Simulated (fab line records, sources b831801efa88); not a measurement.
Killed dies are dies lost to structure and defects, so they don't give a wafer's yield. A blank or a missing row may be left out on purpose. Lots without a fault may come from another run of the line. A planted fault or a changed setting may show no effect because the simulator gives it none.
A struck lot beside a sound one | flow sky130 | 44 steps out of a route of 708
Sound: wafers L543.2, L543.3, L543.5. Struck: wafers L549.1, L549.2, L549.4. The cause comes at the end.
At each step with rows: each side's tool, then ch and its chambers, then its first start. Under that, the readings that differ: sound wafers | struck wafers | difference of the means | sigmas: that difference in standard deviations of wafers without a fault.
alike: readings whose means differ by less than 2 such deviations, and words and numbers that are the same on both sides. not compared: withheld readings, readings that some wafer has no value for, bounds like >300 that may hide the same value, and numbers for which the record gives no deviation and whose values overlap.
The two part at a step that has a row with sigmas, a row that says differs or no value, or rows on one side only. Numbers that don't overlap but have no deviation are shown without sigmas and don't part them. A reading that every wafer of one side lacks parts them only if that side has two wafers or more.

first, 7 steps without rows for these wafers: SKY_VIA3_ETCH_15 (etches SiO2 in C4F8/O2/Ar, stops on TiN, target depth 507 nm, time 78 s); SKY_VIA3_STRIP_16 (strips in O2/N2); SKY_VIA3_STRIP_17 (strips in post etch residue remover, time 1200 s); SKY_VIA3_CLEAN_18 (cleans in IPA, time 180 s); SKY_VIA3_CLEAN_19 (cleans in O3/DIW); SKY_VIA3_SPUTTER_20 (material TiN, target thk 20 nm, time 80 s); SKY_VIA3_CVD_21 (deposits W, target thk 390 nm, time 117.31 s).
SKY_VIA3_RS_MEAS_22: measures by four-point-probe.
  sound on film_metro-04, day 42 19:17; struck on film_metro-04, day 44 10:11
  alike: VIA3_W_RS
SKY_VIA3_THK_MEAS_23: measures by xrf.
  sound on film_metro-04, day 42 19:23; struck on film_metro-04, day 44 10:18
  reading         | sound       | struck      | difference | sigmas
  VIA3_W_THK (nm) | 397 392 393 | 408 409 402 | +12        | +2
SKY_VIA3_CMP_24: polishes, stops on SiO2, t overpolish 20 s, target thk 0 nm.
  sound on cmp-02 ch 1,3, day 42 19:29; struck on cmp-02 ch 0,1,3, day 44 10:22
  alike: motor_current_A, overpolish_run_s, time_to_endpoint_s
SKY_METAL4_SPUTTER_00: material Ti, target thk 15 nm, time 10 s.
  sound on pvd_sputter-02, day 42 19:44; struck on pvd_sputter-03, day 44 10:40
  alike: chamber_pressure_pa, throttle_valve_pct
then, 1 step without rows for these wafers: SKY_METAL4_SPUTTER_01 (material TiN, target thk 20 nm, time 16.7 s).
SKY_METAL4_SPUTTER_02: material AlCu, target thk 735 nm, time 39.1 s.
  sound on pvd_sputter-02, day 42 19:47; struck on pvd_sputter-03, day 44 10:43
  reading                  | sound                | struck               | difference | sigmas
  chamber_pressure_pa (Pa) | 0.4004 0.3999 0.4012 | 0.3717 0.3727 0.3707 | -0.0288    | -33
  alike: throttle_valve_pct
  not compared: model.AlCu_of_METAL4_SPUTTER_02.thk_nm
then, 2 steps without rows for these wafers: SKY_METAL4_SPUTTER_03 (material Ti, target thk 5 nm, time 3.3 s); SKY_METAL4_SPUTTER_04 (material TiN, target thk 70 nm, time 58.3 s).
SKY_CAP2M_CVD_00: deposits SiO2, target thk 15.5 nm.
  sound on pecvd-02 ch 1,2, day 42 19:53; struck on pecvd-02 ch 0,1,2, day 44 10:49
  alike: heater_power_w
SKY_CAP2M_THK_MEAS_01:
  sound on film_metro-03, day 42 19:56; struck on film_metro-03, day 44 10:50
  alike: CAP2M_CVD_00_THK
then, 1 step without rows for these wafers: SKY_CAP2M_SPUTTER_02 (material TiN, target thk 200 nm, time 166.7 s).
SKY_CAP2M_RS_MEAS_03: measures by four-point-probe.
  sound on film_metro-02, day 42 20:06; struck on film_metro-02, day 44 11:01
  alike: CAP2M_TIN_RS
SKY_CAP2M_THK_MEAS_04: measures by xrf.
  sound on film_metro-02, day 42 20:13; struck on film_metro-02, day 44 11:08
  alike: CAP2M_TIN_THK
then, 7 steps without rows for these wafers: SKY_CAP2M_DEHYDRATE_05 (time 60 s); SKY_CAP2M_HMDS_06 (prime time 60 s); SKY_CAP2M_COAT_07 (resist thk 1140 nm); SKY_CAP2M_SOFTBAKE_08 (time 60 s); SKY_CAP2M_EXPOSE_09 (exposes mask CAP2M, target cd 1000 nm); SKY_CAP2M_PEB_10; SKY_CAP2M_DEVELOP_11 (develop time 60 s).
SKY_CAP2M_OVL_MEAS_12:
  sound on overlay-01, day 43 19:22; struck on overlay-02, day 45 08:57
  alike: CAP2M_OVL
SKY_CAP2M_METAL_ETCH_13: etches TiN in Cl2/BCl3, stops on SiO2, target depth 220 nm, time 62.9 s.
  sound on rie_metal-04 ch 0,1, day 43 19:24; struck on rie_metal-01 ch 0,1, day 45 08:59
  alike: drypump_motor_current_A, oes_product_au, throttle_valve_pct
  not compared: rf_hours_counter_h
SKY_CAP2M_STRIP_14: strips in O2/N2.
  sound on plasma_asher-01 ch 0,1, day 43 19:29; struck on plasma_asher-01 ch 0,1, day 45 09:04
  alike: drypump_motor_current_A, oes_product_au, strip_time_to_endpoint_s
  not compared: rf_hours_counter_h
then, 11 steps without rows for these wafers: SKY_CAP2M_STRIP_15 (strips in post etch residue remover, time 1200 s); SKY_CAP2M_CLEAN_16 (cleans in IPA, time 180 s); SKY_CAP2M_CLEAN_17 (cleans in O3/DIW); SKY_METAL4_DEHYDRATE_05 (time 60 s); SKY_METAL4_HMDS_06 (prime time 60 s); SKY_METAL4_COAT_07 (resist thk 60 nm); SKY_METAL4_COAT_08 (resist thk 1140 nm); SKY_METAL4_SOFTBAKE_09 (time 90 s); SKY_METAL4_EXPOSE_10 (exposes mask MM4, target cd 300 nm); SKY_METAL4_PEB_11; SKY_METAL4_DEVELOP_12 (develop time 60 s).
SKY_METAL4_CD_MEAS_13: target cd 300 nm.
  sound on cd_sem-02, day 44 18:45; struck on cd_sem-02, day 46 06:43
  alike: cd_nm
SKY_METAL4_METAL_ETCH_18: etches the open film in Cl2/BCl3, stops on SiO2, target depth 845 nm, time 183.1 s.
  sound on rie_metal-03 ch 0,1, day 44 19:02; struck on rie_metal-03 ch 0,1, day 46 07:02
  alike: drypump_motor_current_A, oes_product_au, throttle_valve_pct
  not compared: rf_hours_counter_h, model.etch.depth_nm, model.METAL4.feature_depth_nm
then, 1 step without rows for these wafers: SKY_PAD_OPEN_PROBE_99.

WHERE THEY PART
First at SKY_VIA3_THK_MEAS_23; last, within this record, at SKY_METAL4_SPUTTER_02. Later steps at which nothing parts them and some readings are alike: SKY_CAP2M_CVD_00, SKY_CAP2M_THK_MEAS_01, SKY_CAP2M_RS_MEAS_03, SKY_CAP2M_THK_MEAS_04, SKY_CAP2M_OVL_MEAS_12, SKY_CAP2M_METAL_ETCH_13, SKY_CAP2M_STRIP_14, SKY_METAL4_CD_MEAS_13, SKY_METAL4_METAL_ETCH_18.

WHY: what the simulator had put in
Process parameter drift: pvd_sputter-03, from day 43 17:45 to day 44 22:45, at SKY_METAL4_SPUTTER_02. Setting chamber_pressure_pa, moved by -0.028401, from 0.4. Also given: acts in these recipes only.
